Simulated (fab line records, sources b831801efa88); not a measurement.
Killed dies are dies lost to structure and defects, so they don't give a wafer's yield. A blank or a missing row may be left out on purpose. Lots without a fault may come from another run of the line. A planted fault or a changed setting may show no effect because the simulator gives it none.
fab line records | flow gf180mcu
record lots=5 wafers=15 last_day=31
route steps=602 shown V5@557 TOP_METAL@567 PASSIVATION@587
lots that met no fault: from a run of the same line without faults
start_h: hours from the record's first day to the start of the lot's first wafer shown | wait_h: hours since the lot's step before | " the same as in the row above | L1.1+2: a row that stands for several wafers | - no value, or no start given | * or withheld: withheld | < > ~ a bound
route shown NAME@n: a module of which the file shows steps, and the number in the route of the first | usual: mean/standard deviation of fault-free wafers | same: alike in all rows | chamber/n: place in a boat | sites: the reading at each site | _std_site: their standard deviation | _edge_site: outer sites' mean less inner sites' | radius_mm: how far each site lies from the wafer's centre | mask NAME#n: copy n | behind: the tool/chamber that last shaped the wafer | hold: why the lot was held/for how many hours/how that ended | device: the transistor (n, p or np) that didn't switch | end of line: the same wafers' tests at the end of the route | a step without rows: its recipe alone | killed: dies lost to structure and defects at the first sort, not the wafer's yield | map: a wafer's dies, x killed, . not, _ none there
set.NAME: the setting as run; set.NAME@STEP: as run at that earlier step | model.NAME: the simulator's own value behind a step, which no gauge read
lots at some steps of the route; a table a step, a row a wafer
services: from which hour (start_h, from the record's first day; less than 0 if before it) a tool's chamber was out of use, for how many hours, and why
## steps
# step GF_V5_ETCH_17
# recipe chemistry=C4F8/O2/Ar mask_material=KrF target=SiO2 stop_on=TiN source_w=1500 bias_w=1200 pressure_mtorr=40 c4f8_flow_sccm=withheld O2_flow_sccm=6 Ar_flow_sccm=300 time_s=withheld target_depth_a=8550
# usual oes_product_au=0.859/0.0045
# columns lot.wafer tool chamber start_h wait_h oes_product_au
L074.2 rie_diel-02 3 - - 0.861
L074.3 " 0 " " 0.860
L074.5 " 0 " " 0.860
L075.3 rie_diel-03 2 - - 0.864
L075.4 " 1 " " 0.865
L075.6 " 3 " " 0.861
L077.3 rie_diel-02 1 - - 0.861
L077.4 " 0 " " 0.855
L077.5 " 1 " " 0.860
L079.2 rie_diel-02 3 - - 0.861
L079.3 " 0 " " 0.853
L079.4 " 2 " " 0.870
L085.2 rie_diel-03 2 - - 0.859
L085.3 " 1 " " 0.857
L085.4 " 0 " " 0.856
# step GF_V5_STRIP_18
# recipe chemistry=O2/N2 power_w=1400 pressure_mtorr=1500 platen_temp_c=250 o2_flow_sccm=3000 n2_flow_sccm=300 overash_fraction=0.5
# usual drypump_motor_current_A=5.4/0.4 heater_power_w=310/30 oes_product_au=0.570/0.0049
# columns lot.wafer tool chamber start_h wait_h drypump_motor_current_A heater_power_w oes_product_au rf_hours_counter_h
L074.2 plasma_asher-03 0 624.68 - 6.1 330 0.568 89
L074.3 " 1 " " 5.4 252 0.570 -
L074.5 " 1 " " 5.4 245 0.572 -
L075.3 plasma_asher-03 1 631.67 - 5.3 249 0.566 -
L075.4 " 0 " " 6.1 332 0.568 -
L075.6 " 0 " " 6.1 330 0.574 -
L077.3 plasma_asher-01 0 656.02 - 5.4 301 0.572 -
L077.4 " 1 " " 4.8 321 0.574 -
L077.5 " 1 " " 4.8 318 0.571 -
L079.2 plasma_asher-04 1 670.34 - 5.8 331 0.562 56
L079.3 " 1 " " 5.8 328 0.576 -
L079.4 " 0 " " 5.5 336 0.572 -
L085.2 plasma_asher-04 1 708.53 - 5.8 331 0.573 60
L085.3 " 0 " " 5.5 342 0.567 -
L085.4 " 1 " " 5.8 316 0.581 -
# step GF_V5_STRIP_19
# recipe chemistry=post_etch_residue_remover time_s=1200 temp_c=72.5
# columns lot.wafer tool chamber start_h wait_h
L074.2+3+5 wet_bench-02 1 624.78 0.1
L075.3+4+6 wet_bench-03 1 631.74 0.0
L077.3+4+5 wet_bench-03 1 656.09 0.0
L079.2+3+4 wet_bench-01 0 670.44 0.1
L085.2+3+4 wet_bench-02 3 708.63 0.1
# step GF_V5_CLEAN_20
# recipe chemistry=DIW dry=n2_spin
# columns lot.wafer tool chamber start_h wait_h
L074.2+3+5 wet_bench-03 2 625.15 0.0
L075.3+4+6 wet_bench-01 2 632.08 0.0
L077.3+4+5 wet_bench-01 3 656.46 0.0
L079.2+3+4 wet_bench-03 2 670.78 0.0
L085.2+3+4 wet_bench-03 0 708.98 0.0
# step GF_V5_SPUTTER_21
# recipe material=Ti target_thk_nm=15 chamber_pressure_pa=5 power_w=2500 substrate_temp_c=200 time_s=80.02
# usual throttle_valve_pct=29.9/0.71
# columns lot.wafer tool chamber start_h wait_h throttle_valve_pct
L074.2 pvd_sputter-02 - 625.24 0.0 30.3
L074.3 " - " " 30.9
L074.5 " - " " 30.8
L075.3 pvd_sputter-02 - 632.17 0.0 30.0
L075.4 " - " " 30.4
L075.6 " - " " 30.6
L077.3 pvd_sputter-02 - 656.55 0.0 30.6
L077.4 " - " " 29.6
L077.5 " - " " 30.5
L079.2 pvd_sputter-02 - 670.88 0.0 30.2
L079.3 " - " " 30.5
L079.4 " - " " 30.8
L085.2 pvd_sputter-02 - 709.07 0.0 30.8
L085.3 " - " " 29.9
L085.4 " - " " 30.6
# step GF_V5_SPUTTER_22
# recipe material=TiN target_thk_nm=10 chamber_pressure_pa=5 power_w=4000 time_s=40
# usual throttle_valve_pct=30.0/0.71
# columns lot.wafer tool chamber start_h wait_h throttle_valve_pct
L074.2 pvd_sputter-02 - 625.30 0.0 29.8
L074.3 " - " " 30.9
L074.5 " - " " 30.9
L075.3 pvd_sputter-02 - 632.24 0.0 29.8
L075.4 " - " " 30.7
L075.6 " - " " 30.5
L077.3 pvd_sputter-02 - 656.62 0.0 30.4
L077.4 " - " " 29.8
L077.5 " - " " 30.5
L079.2 pvd_sputter-02 - 670.94 0.0 30.0
L079.3 " - " " 30.4
L079.4 " - " " 30.9
L085.2 pvd_sputter-02 - 709.13 0.0 31.2
L085.3 " - " " 30.1
L085.4 " - " " 30.6
# step GF_V5_CVD_23
# recipe material=W target_thk_nm=350 time_s=104.9 temp_c=400 pressure_torr=40
# usual heater_power_w=792/88
# columns lot.wafer tool chamber start_h wait_h heater_power_w
L074.2 cvd_w-02 0 625.34 0.0 895
L074.3 " 1 " " 686
L074.5 " 0 " " 873
L075.3 cvd_w-02 1 632.31 0.1 678
L075.4 " 0 " " 881
L075.6 " 1 " " 693
L077.3 cvd_w-02 0 656.69 0.1 902
L077.4 " 1 " " 678
L077.5 " 1 " " 680
L079.2 cvd_w-01 1 670.98 0.0 896
L079.3 " 0 " " 712
L079.4 " 1 " " 873
L085.2 cvd_w-02 1 709.17 0.0 693
L085.3 " 0 " " 904
L085.4 " 1 " " 679
# step GF_V5_RS_MEAS_24
# recipe thk_meas_gauge=four-point-probe reads=W_of_V5_CVD_23+TiN_of_V5_SPUTTER_22+Ti_of_V5_SPUTTER_21
# usual V5_W_RS=0.327/0.0066
# columns lot.wafer tool chamber start_h wait_h V5_W_RS[ohm/sq]
L074.2 film_metro-03 - 625.47 0.1 0.315
L074.3 " - " " 0.333
L074.5 " - " " 0.318
L075.3 film_metro-01 - 632.43 0.1 0.336
L075.4 " - " " 0.320
L075.6 " - " " 0.337
L077.3 film_metro-01 - 656.81 0.1 0.313
L077.4 " - " " 0.331
L077.5 " - " " 0.337
L079.2 film_metro-01 - 671.11 0.1 0.339
L079.3 " - " " 0.330
L079.4 " - " " 0.335
L085.2 film_metro-01 - 709.30 0.1 0.329
L085.3 " - " " 0.307
L085.4 " - " " 0.328
# step GF_V5_THK_MEAS_25
# recipe thk_meas_gauge=xrf reads=W_of_V5_CVD_23
# usual V5_W_THK=355/8.5
# columns lot.wafer tool chamber start_h wait_h V5_W_THK[nm]
L074.2 film_metro-03 - 625.58 0.1 364
L074.3 " - " " 344
L074.5 " - " " 360
L075.3 film_metro-01 - 632.53 0.1 349
L075.4 " - " " 369
L075.6 " - " " 345
L077.3 film_metro-01 - 656.91 0.1 374
L077.4 " - " " 354
L077.5 " - " " 348
L079.2 film_metro-01 - 671.22 0.1 345
L079.3 " - " " 353
L079.4 " - " " 349
L085.2 film_metro-01 - 709.41 0.1 357
L085.3 " - " " 381
L085.4 " - " " 360
# step GF_V5_CMP_26
# recipe stop_on=SiO2 down_force_psi=3.5 platen_rpm=60 t_overpolish_s=15 target_thk_nm=0 pad_velocity_m_s=0.94248
# usual motor_current_A=11.2/1.1 overpolish_run_s=15.000/0.0098 time_to_endpoint_s=85/3.6
# columns lot.wafer tool chamber start_h wait_h motor_current_A overpolish_run_s time_to_endpoint_s
L074.3 cmp-01 0 625.68 0.1 12.2 14.987 83
L074.2 " 1 " " 9.9 15.010 89
L074.5 " 3 " " 9.8 14.993 93
L075.3 cmp-02 3 632.57 0.0 11.6 14.998 81
L075.4 " 2 " " 11.4 15.000 87
L075.6 " 3 " " 11.6 15.010 81
L077.3 cmp-01 0 656.95 0.0 12.7 14.994 85
L077.4 " 2 " " 10.7 15.002 83
L077.5 " 1 " " 8.9 15.007 83
L079.2 cmp-02 2 671.27 0.0 12.7 15.006 80
L079.4 " 3 " " 11.1 15.005 85
L079.3 " 1 " " 12.3 15.004 80
L085.2 cmp-01 2 709.51 0.1 10.8 14.973 83
L085.4 " 3 " " 9.5 15.010 91
L085.3 " 0 " " 11.7 14.995 89
# step GF_TOP_METAL_SPUTTER_00
# recipe material=Ti target_thk_nm=37.5 arriving_ion_energy_ev=80 substrate_temp_c=200 chamber_pressure_pa=2 power_w=4000 time_s=150
# usual throttle_valve_pct=30.5/0.64
# columns lot.wafer tool chamber start_h wait_h throttle_valve_pct
L074.2 pvd_sputter-03 - 625.93 0.1 30.4
L074.3 " - " " 30.1
L074.5 " - " " 29.8
L075.3 pvd_sputter-03 - 632.87 0.2 30.1
L075.4 " - " " 30.2
L075.6 " - " " 30.2
L077.3 pvd_sputter-02 - 657.25 0.2 30.2
L077.4 " - " " 30.9
L077.5 " - " " 29.7
L079.2 pvd_sputter-03 - 671.57 0.2 30.3
L079.3 " - " " 29.6
L079.4 " - " " 30.8
L085.2 pvd_sputter-03 - 709.76 0.2 30.1
L085.3 " - " " 30.0
L085.4 " - " " 31.0
# step GF_TOP_METAL_SPUTTER_01
# recipe material=TiN target_thk_nm=30 power_w=6500 time_s=25 chamber_pressure_pa=0.4
# usual throttle_valve_pct=30.4/0.61
# columns lot.wafer tool chamber start_h wait_h throttle_valve_pct
L074.2 pvd_sputter-03 - 626.03 0.1 30.4
L074.3 " - " " 30.1
L074.5 " - " " 29.9
L075.3 pvd_sputter-03 - 632.97 0.1 30.2
L075.4 " - " " 30.2
L075.6 " - " " 29.9
L077.3 pvd_sputter-02 - 657.35 0.1 30.0
L077.4 " - " " 30.9
L077.5 " - " " 29.5
L079.2 pvd_sputter-03 - 671.67 0.1 30.4
L079.3 " - " " 29.5
L079.4 " - " " 30.9
L085.2 pvd_sputter-03 - 709.86 0.1 30.3
L085.3 " - " " 29.9
L085.4 " - " " 31.0
# step GF_TOP_METAL_SPUTTER_02
# recipe material=AlCu target_thk_nm=900 power_w=10600 chamber_pressure_pa=0.3 substrate_temp_c=250 gas=Ar time_s=49.69
# usual throttle_valve_pct=30.4/0.62
# columns lot.wafer tool chamber start_h wait_h throttle_valve_pct
L074.2 pvd_sputter-03 - 626.06 0.0 30.1
L074.3 " - " " 29.9
L074.5 " - " " 29.6
L075.3 pvd_sputter-03 - 633.00 0.0 30.2
L075.4 " - " " 30.1
L075.6 " - " " 29.9
L077.3 pvd_sputter-02 - 657.38 0.0 30.3
L077.4 " - " " 30.9
L077.5 " - " " 29.8
L079.2 pvd_sputter-03 - 671.70 0.0 30.0
L079.3 " - " " 30.0
L079.4 " - " " 31.0
L085.2 pvd_sputter-03 - 709.89 0.0 30.4
L085.3 " - " " 30.2
L085.4 " - " " 31.2
# step GF_TOP_METAL_SPUTTER_03
# recipe material=Ti target_thk_nm=5 substrate_temp_c=300 chamber_pressure_pa=0.3 power_w=3000 time_s=3.3
# usual throttle_valve_pct=30.5/0.62
# columns lot.wafer tool chamber start_h wait_h throttle_valve_pct
L074.2 pvd_sputter-03 - 626.11 0.0 30.2
L074.3 " - " " 29.8
L074.5 " - " " 29.8
L075.3 pvd_sputter-03 - 633.04 0.0 30.1
L075.4 " - " " 30.1
L075.6 " - " " 29.9
L077.3 pvd_sputter-02 - 657.42 0.0 30.2
L077.4 " - " " 30.7
L077.5 " - " " 29.6
L079.2 pvd_sputter-03 - 671.75 0.0 30.2
L079.3 " - " " 29.9
L079.4 " - " " 30.9
L085.2 pvd_sputter-03 - 709.93 0.0 30.4
L085.3 " - " " 29.8
L085.4 " - " " 31.0
# step GF_TOP_METAL_SPUTTER_04
# recipe material=TiN target_thk_nm=25 power_w=6500 time_s=20.8 chamber_pressure_pa=0.4
# usual throttle_valve_pct=30.5/0.64
# columns lot.wafer tool chamber start_h wait_h throttle_valve_pct
L074.2 pvd_sputter-03 - 626.13 0.0 30.6
L074.3 " - " " 30.0
L074.5 " - " " 29.6
L075.3 pvd_sputter-03 - 633.06 0.0 29.8
L075.4 " - " " 30.2
L075.6 " - " " 29.8
L077.3 pvd_sputter-02 - 657.44 0.0 30.0
L077.4 " - " " 30.7
L077.5 " - " " 29.4
L079.2 pvd_sputter-03 - 671.77 0.0 30.0
L079.3 " - " " 29.8
L079.4 " - " " 31.0
L085.2 pvd_sputter-03 - 709.95 0.0 30.1
L085.3 " - " " 29.8
L085.4 " - " " 30.6
# step GF_TOP_METAL_RS_MEAS_05
# recipe thk_meas_gauge=four-point-probe reads=TiN_of_TOP_METAL_SPUTTER_04+Ti_of_TOP_METAL_SPUTTER_03+AlCu_of_TOP_METAL_SPUTTER_02+TiN_of_TOP_METAL_SPUTTER_01+Ti_of_TOP_METAL_SPUTTER_00
# usual TOP_METAL_ALCU_RS=0.0316/0.00032
# columns lot.wafer tool chamber start_h wait_h TOP_METAL_ALCU_RS[ohm/sq]
L074.2 film_metro-04 - 626.17 0.0 0.0316
L074.3 " - " " 0.0315
L074.5 " - " " 0.0313
L075.3 film_metro-01 - 633.13 0.1 0.0320
L075.4 " - " " 0.0320
L075.6 " - " " 0.0320
L077.3 film_metro-04 - 657.51 0.1 0.0309
L077.4 " - " " 0.0313
L077.5 " - " " 0.0312
L079.2 film_metro-04 - 671.81 0.0 0.0318
L079.3 " - " " 0.0316
L079.4 " - " " 0.0317
L085.2 film_metro-04 - 710.00 0.0 0.0317
L085.3 " - " " 0.0316
L085.4 " - " " 0.0314
# step GF_TOP_METAL_THK_MEAS_06
# recipe thk_meas_gauge=xrf reads=AlCu_of_TOP_METAL_SPUTTER_02
# usual TOP_METAL_ALCU_THK=957/12
# columns lot.wafer tool chamber start_h wait_h TOP_METAL_ALCU_THK[nm]
L074.2 film_metro-04 - 626.28 0.1 957
L074.3 " - " " 958
L074.5 " - " " 971
L075.3 film_metro-01 - 633.23 0.1 947
L075.4 " - " " 950
L075.6 " - " " 946
L077.3 film_metro-04 - 657.61 0.1 990
L077.4 " - " " 972
L077.5 " - " " 974
L079.2 film_metro-04 - 671.92 0.1 958
L079.3 " - " " 964
L079.4 " - " " 966
L085.2 film_metro-04 - 710.11 0.1 960
L085.3 " - " " 961
L085.4 " - " " 963
# step GF_TOP_METAL_DEHYDRATE_07
# recipe temp_c=200 time_s=60
# usual chill_plate_temp_C=23.00/0.12 exhaust_pa=45.0/0.87
# columns lot.wafer tool chamber start_h wait_h chill_plate_temp_C exhaust_pa
L074.2 litho_track-03 0 635.34 9.0 23.00 45.3
L074.3 " 0 " " 23.24 46.6
L074.5 " 0 " " 23.01 47.3
L075.3 litho_track-04 0 642.32 9.1 23.10 45.4
L075.4 " 0 " " 23.02 45.9
L075.6 " 0 " " 22.99 44.7
L077.3 litho_track-03 0 666.96 9.3 22.87 45.6
L077.4 " 0 " " 23.07 45.0
L077.5 " 0 " " 22.97 45.6
L079.2 litho_track-03 0 680.94 9.0 23.04 43.3
L079.3 " 0 " " 22.90 45.3
L079.4 " 0 " " 22.96 45.1
L085.2 litho_track-03 0 718.64 8.5 22.95 44.6
L085.3 " 0 " " 22.86 44.6
L085.4 " 0 " " 22.94 45.6
# step GF_TOP_METAL_HMDS_08
# recipe prime_time_s=60 prime_temp_c=120
# usual chill_plate_temp_C=23.02/0.1 exhaust_pa=44.9/0.87
# columns lot.wafer tool chamber start_h wait_h chill_plate_temp_C exhaust_pa
L074.2 litho_track-03 0 635.49 0.1 23.04 46.7
L074.3 " 0 " " 22.94 44.4
L074.5 " 0 " " 23.16 44.2
L075.3 litho_track-04 0 642.47 0.1 23.17 45.4
L075.4 " 0 " " 23.16 46.6
L075.6 " 0 " " 23.03 45.7
L077.3 litho_track-03 0 667.11 0.1 23.03 45.4
L077.4 " 0 " " 23.14 44.5
L077.5 " 0 " " 23.06 44.9
L079.2 litho_track-03 0 681.09 0.1 22.99 43.8
L079.3 " 0 " " 23.05 45.1
L079.4 " 0 " " 23.01 44.1
L085.2 litho_track-03 0 718.79 0.1 22.86 45.1
L085.3 " 0 " " 22.99 45.1
L085.4 " 0 " " 22.87 44.6
# step GF_TOP_METAL_COAT_09
# recipe resist=NOVOLAK spin_rpm=3000 resist_thk_nm=1500
# usual chill_plate_temp_C=23.00/0.12 dispense_pressure_kPa=50.1/2.1 exhaust_pa=44.9/0.78
# columns lot.wafer tool chamber start_h wait_h chill_plate_temp_C dispense_pressure_kPa exhaust_pa
L074.2 litho_track-03 0 635.64 0.1 22.99 49.7 44.7
L074.3 " 0 " " 23.17 49.7 44.6
L074.5 " 0 " " 22.96 49.7 43.8
L075.3 litho_track-04 0 642.62 0.1 22.76 47.6 45.5
L075.4 " 0 " " 22.82 47.6 45.2
L075.6 " 0 " " 22.79 47.5 45.6
L077.3 litho_track-03 0 667.26 0.1 23.10 49.7 45.3
L077.4 " 0 " " 23.01 49.8 45.7
L077.5 " 0 " " 23.07 49.7 46.0
L079.2 litho_track-03 0 681.24 0.1 22.99 49.7 45.0
L079.3 " 0 " " 22.87 49.7 46.1
L079.4 " 0 " " 22.99 49.7 46.1
L085.2 litho_track-03 0 718.94 0.1 23.16 49.6 44.4
L085.3 " 0 " " 23.14 49.6 44.9
L085.4 " 0 " " 22.90 49.7 44.0
# step GF_TOP_METAL_SOFTBAKE_10
# recipe temp_c=90 time_s=60 resist=NOVOLAK
# usual chill_plate_temp_C=23.00/0.1 exhaust_pa=45.0/0.92
# columns lot.wafer tool chamber start_h wait_h chill_plate_temp_C exhaust_pa
L074.2 litho_track-03 0 635.79 0.1 23.02 45.0
L074.3 " 0 " " 23.03 47.1
L074.5 " 0 " " 23.07 44.7
L075.3 litho_track-04 0 642.77 0.1 23.01 43.9
L075.4 " 0 " " 22.98 44.8
L075.6 " 0 " " 22.98 43.7
L077.3 litho_track-03 0 667.41 0.1 23.12 45.0
L077.4 " 0 " " 23.10 45.4
L077.5 " 0 " " 23.10 45.0
L079.2 litho_track-03 0 681.39 0.1 23.05 44.9
L079.3 " 0 " " 23.08 44.3
L079.4 " 0 " " 22.99 43.7
L085.2 litho_track-03 0 719.09 0.1 22.82 43.9
L085.3 " 0 " " 22.89 46.4
L085.4 " 0 " " 22.95 44.1
# step GF_TOP_METAL_EXPOSE_11
# recipe mask_id=MetalTop target_cd_nm=440 na=0.6 source_shape=conventional sigma_outer=0.6 dose_mj=170
# columns lot.wafer tool chamber start_h wait_h mask
L074.2+3+5 iline_stepper-02 0 - - MetalTop#0
L075.3+4+6 iline_stepper-02 0 - - MetalTop#0
L077.3+4+5 iline_stepper-01 0 - - MetalTop#0
L079.2+3+4 iline_stepper-01 0 - - MetalTop#0
L085.2+3+4 iline_stepper-02 0 - - MetalTop#0
# step GF_TOP_METAL_PEB_12
# recipe temp_c=withheld time_s=* resist=NOVOLAK
# usual chill_plate_temp_C=* exhaust_pa=45.1/0.89
# columns lot.wafer tool chamber start_h wait_h chill_plate_temp_C exhaust_pa
L074.2 litho_track-03 0 - - * 45.7
L074.3 " 0 " " * 44.9
L074.5 " 0 " " * 45.8
L075.3 litho_track-04 0 - - * 46.4
L075.4 " 0 " " * 45.4
L075.6 " 0 " " * 45.6
L077.3 litho_track-04 0 - - * 45.3
L077.4 " 0 " " * 44.1
L077.5 " 0 " " * 44.7
L079.2 litho_track-04 0 - - * 44.3
L079.3 " 0 " " * 44.7
L079.4 " 0 " " * 45.9
L085.2 litho_track-04 0 - - * 42.8
L085.3 " 0 " " * 45.3
L085.4 " 0 " " * 45.3
# step GF_TOP_METAL_DEVELOP_13
# recipe develop_time_s=60 dev_temp_c=23
# usual chill_plate_temp_C=23.02/0.09 exhaust_pa=45.2/0.86
# same develop_time_s=60
# columns lot.wafer tool chamber start_h wait_h chill_plate_temp_C exhaust_pa
L074.2 litho_track-03 0 645.89 0.1 23.09 46.2
L074.3 " 0 " " 22.92 46.8
L074.5 " 0 " " 23.13 44.4
L075.3 litho_track-04 0 652.47 0.1 23.05 46.4
L075.4 " 0 " " 22.97 46.0
L075.6 " 0 " " 23.03 47.2
L077.3 litho_track-04 0 676.87 0.1 23.14 46.4
L077.4 " 0 " " 23.08 45.1
L077.5 " 0 " " 23.08 45.3
L079.2 litho_track-04 0 690.39 0.1 22.98 44.5
L079.3 " 0 " " 23.09 44.3
L079.4 " 0 " " 23.05 43.5
L085.2 litho_track-04 0 727.79 0.1 23.06 46.3
L085.3 " 0 " " 23.09 45.1
L085.4 " 0 " " 22.85 46.0
# step GF_TOP_METAL_CD_MEAS_14
# recipe target_cd_nm=440
# usual cd_nm=440.0/2
# columns lot.wafer tool chamber start_h wait_h cd_nm
L074.2 cd_sem-02 - 646.03 0.1 439.6
L074.3 " - " " 443.1
L074.5 " - " " 439.1
L075.3 cd_sem-01 - 652.61 0.1 440.8
L075.4 " - " " 437.6
L075.6 " - " " 440.7
L077.3 cd_sem-02 - 677.01 0.1 439.5
L077.4 " - " " 441.0
L077.5 " - " " 441.5
L079.2 cd_sem-01 - 690.54 0.1 439.3
L079.3 " - " " 440.3
L079.4 " - " " 436.1
L085.2 cd_sem-01 - 727.94 0.1 436.3
L085.3 " - " " 435.3
L085.4 " - " " 436.6
# step GF_TOP_METAL_OVL_MEAS_15
# usual TOP_METAL_OVL=0.0/1.4
# columns lot.wafer tool chamber start_h wait_h TOP_METAL_OVL[nm]
L074.2 overlay-02 - 646.14 0.1 -1.4
L074.3 " - " " -1.2
L074.5 " - " " 0.5
L075.3 overlay-02 - 652.70 0.1 1.2
L075.4 " - " " -0.8
L075.6 " - " " -0.5
L077.3 overlay-01 - 677.10 0.1 0.2
L077.4 " - " " -0.7
L077.5 " - " " -0.4
L079.2 overlay-01 - 690.64 0.1 0.2
L079.3 " - " " -0.2
L079.4 " - " " 0.5
L085.2 overlay-02 - 728.04 0.1 -0.4
L085.3 " - " " 0.3
L085.4 " - " " -0.5
# step GF_TOP_METAL_METAL_ETCH_16
# recipe chemistry=Cl2/BCl3 mask_material=NOVOLAK target_depth_nm=1077.5 stop_on=SiO2 pressure_mtorr=8 icp_w=800 bias_w=140 Cl2_flow_sccm=80 bcl3_flow_sccm=40 time_s=179.6
# usual drypump_motor_current_A=5.4/0.32 oes_product_au=0.981/0.0061 throttle_valve_pct=28.240/0.01
# columns lot.wafer tool chamber start_h wait_h drypump_motor_current_A oes_product_au rf_hours_counter_h throttle_valve_pct
L074.2 rie_metal-04 0 646.17 0.0 5.0 0.984 9 28.248
L074.3 " 1 " " 5.7 0.981 - 28.239
L074.5 " 0 " " 5.0 0.981 - 28.255
L075.3 rie_metal-04 1 652.78 0.1 5.8 0.976 - 28.227
L075.4 " 0 " " 5.0 0.974 - 28.230
L075.6 " 0 " " 5.0 0.969 - 28.249
L077.3 rie_metal-04 1 677.18 0.1 5.8 0.986 - 28.227
L077.4 " 0 " " 5.0 0.988 - 28.249
L077.5 " 1 " " 5.7 0.989 - 28.226
L079.2 rie_metal-01 1 690.73 0.1 5.5 0.982 - 28.237
L079.3 " 1 " " 5.5 0.978 - 28.239
L079.4 " 1 " " 5.5 0.987 - 28.224
L085.2 rie_metal-01 1 728.07 0.0 5.5 0.979 7 28.232
L085.3 " 0 " " 5.9 0.985 - 28.247
L085.4 " 1 " " 5.5 0.982 - 28.234
# step GF_TOP_METAL_STRIP_17
# recipe chemistry=O2/N2 power_w=1400 pressure_mtorr=1500 platen_temp_c=250 o2_flow_sccm=3000 n2_flow_sccm=300 overash_fraction=0.5
# usual drypump_motor_current_A=5.5/0.41 heater_power_w=322/17 oes_product_au=0.710/0.0044 strip_time_to_endpoint_s=13.43/0.08
# columns lot.wafer tool chamber start_h wait_h drypump_motor_current_A heater_power_w oes_product_au rf_hours_counter_h strip_time_to_endpoint_s
L074.2 plasma_asher-01 1 646.34 0.1 4.8 319 0.709 91 13.50
L074.3 " 0 " " 5.4 298 0.710 - 13.26
L074.5 " 0 " " 5.4 299 0.706 - 13.40
L075.3 plasma_asher-04 0 652.93 0.1 5.5 335 0.708 - 13.34
L075.4 " 1 " " 5.8 327 0.719 - 13.52
L075.6 " 1 " " 5.8 339 0.709 - 13.51
L077.3 plasma_asher-04 0 677.33 0.1 5.5 337 0.710 - 13.31
L077.4 " 1 " " 5.8 327 0.710 - 13.49
L077.5 " 0 " " 5.5 343 0.701 - 13.40
L079.2 plasma_asher-01 1 691.02 0.2 4.8 328 0.720 96 13.47
L079.3 " 0 " " 5.4 291 0.710 - 13.45
L079.4 " 1 " " 4.8 334 0.707 - 13.39
L085.2 plasma_asher-04 1 728.25 0.1 5.8 329 0.708 63 13.44
L085.3 " 0 " " 5.5 336 0.708 - 13.40
L085.4 " 1 " " 5.8 321 0.700 - 13.34
# step GF_TOP_METAL_STRIP_18
# recipe chemistry=post_etch_residue_remover time_s=1200 temp_c=72.5
# columns lot.wafer tool chamber start_h wait_h
L074.2+3+5 wet_bench-04 0 646.44 0.1
L075.3+4+6 wet_bench-01 0 653.00 0.0
L077.3+4+5 wet_bench-01 3 677.40 0.0
L079.2+3+4 wet_bench-01 0 691.12 0.1
L085.2+3+4 wet_bench-01 2 728.35 0.1
# step GF_TOP_METAL_CLEAN_19
# recipe chemistry=DIW dry=n2_spin
# columns lot.wafer tool chamber start_h wait_h
L074.2+3+5 wet_bench-03 2 646.78 0.0
L075.3+4+6 wet_bench-04 1 653.34 0.0
L077.3+4+5 wet_bench-04 1 677.77 0.0
L079.2+3+4 wet_bench-04 1 691.50 0.0
L085.2+3+4 wet_bench-03 3 728.72 0.0
# step GF_PASSIVATION_CVD_00
# recipe material=SiO2 target_thk_nm=1000 precursor=TEOS temp_c=400 time_s=111.95 rf_w=600
# usual heater_power_w=653/98
# columns lot.wafer tool chamber start_h wait_h heater_power_w
L074.2 pecvd-03 0 646.88 0.0 503
L074.3 " 1 " " 640
L074.5 " 1 " " 723
L075.3 pecvd-04 2 653.43 0.0 639
L075.4 " 2 " " 694
L075.6 " 1 " " 562
L077.3 pecvd-02 1 677.86 0.0 502
L077.4 " 1 " " 572
L077.5 " 2 " " 593
L079.2 pecvd-03 1 691.59 0.0 785
L079.3 " 2 " " 687
L079.4 " 0 " " 632
L085.2 pecvd-04 2 728.81 0.0 636
L085.3 " 1 " " 477
L085.4 " 0 " " 788
# step GF_PASSIVATION_THK_MEAS_01
# recipe reads=SiO2_of_PASSIVATION_CVD_00
# usual PASSIVATION_CVD_00_THK=998/12
# columns lot.wafer tool chamber start_h wait_h PASSIVATION_CVD_00_THK[nm]
L074.2 film_metro-04 - 646.96 0.0 978
L074.3 " - " " 968
L074.5 " - " " 980
L075.3 film_metro-04 - 653.53 0.1 997
L075.4 " - " " 1016
L075.6 " - " " 1016
L077.3 film_metro-02 - 677.96 0.1 999
L077.4 " - " " 1001
L077.5 " - " " 983
L079.2 film_metro-03 - 691.68 0.0 995
L079.3 " - " " 999
L079.4 " - " " 999
L085.2 film_metro-02 - 728.90 0.0 991
L085.3 " - " " 1000
L085.4 " - " " 1005
# step GF_PASSIVATION_CVD_02
# recipe material=Si3N4 target_thk_nm=700 time_s=486.18 temp_c=400 rf_w=450
# usual heater_power_w=697/100
# columns lot.wafer tool chamber start_h wait_h heater_power_w
L074.2 pecvd-04 1 647.01 0.0 647
L074.3 " 2 " " 648
L074.5 " 1 " " 507
L075.3 pecvd-03 0 653.71 0.2 686
L075.4 " 2 " " 728
L075.6 " 0 " " 546
L077.3 pecvd-04 0 678.00 0.0 727
L077.4 " 2 " " 751
L077.5 " 1 " " 593
L079.2 pecvd-04 2 691.73 0.0 790
L079.3 " 0 " " 841
L079.4 " 1 " " 584
L085.2 pecvd-02 1 728.95 0.0 599
L085.3 " 2 " " 619
L085.4 " 2 " " 641
# step GF_PASSIVATION_THK_MEAS_03
# recipe reads=Si3N4_of_PASSIVATION_CVD_02
# usual PASSIVATION_CVD_02_THK=697/8.7
# columns lot.wafer tool chamber start_h wait_h PASSIVATION_CVD_02_THK[nm]
L074.2 film_metro-02 - 647.31 0.2 686
L074.3 " - " " 693
L074.5 " - " " 705
L075.3 film_metro-04 - 654.02 0.2 717
L075.4 " - " " 699
L075.6 " - " " 703
L077.3 film_metro-03 - 678.31 0.2 698
L077.4 " - " " 698
L077.5 " - " " 705
L079.2 film_metro-04 - 692.02 0.2 691
L079.3 " - " " 694
L079.4 " - " " 704
L085.2 film_metro-03 - 729.25 0.2 702
L085.3 " - " " 691
L085.4 " - " " 693
## services
# columns tool chamber start_h hours kind
cmp-02 - 601.94 1.5 repair
cmp-02 - 601.95 0.3 repair
cmp-01 - 630.96 1.8 repair
cvd_w-02 - 641.16 0.5 repair
rie_metal-01 1 644.12 10.4 repair
pecvd-03 1 649.04 6.4 repair
pecvd-02 0 649.66 2.2 repair
cvd_w-02 - 651.07 2.8 pm
plasma_asher-04 - 656.14 3.0 repair
pecvd-02 - 660.68 14.6 pm
iline_stepper-01 - 665.47 1.7 pm
cvd_w-02 - 671.25 27.7 repair
iline_stepper-02 - 673.84 5.1 repair
rie_metal-04 - 674.45 1.4 pm
cmp-02 - 676.31 15.2 repair
cmp-01 - 692.70 3.4 pm
cmp-01 - 697.44 2.3 repair
cmp-01 - 698.10 1.0 repair
rie_diel-02 0 698.21 6.7 repair
rie_diel-02 - 698.85 14.6 pm
iline_stepper-02 - 700.65 1.7 pm
pvd_sputter-03 - 710.62 2.9 repair
cmp-01 - 718.11 1.7 repair
pvd_sputter-03 - 719.86 1.3 repair
## key
fault none
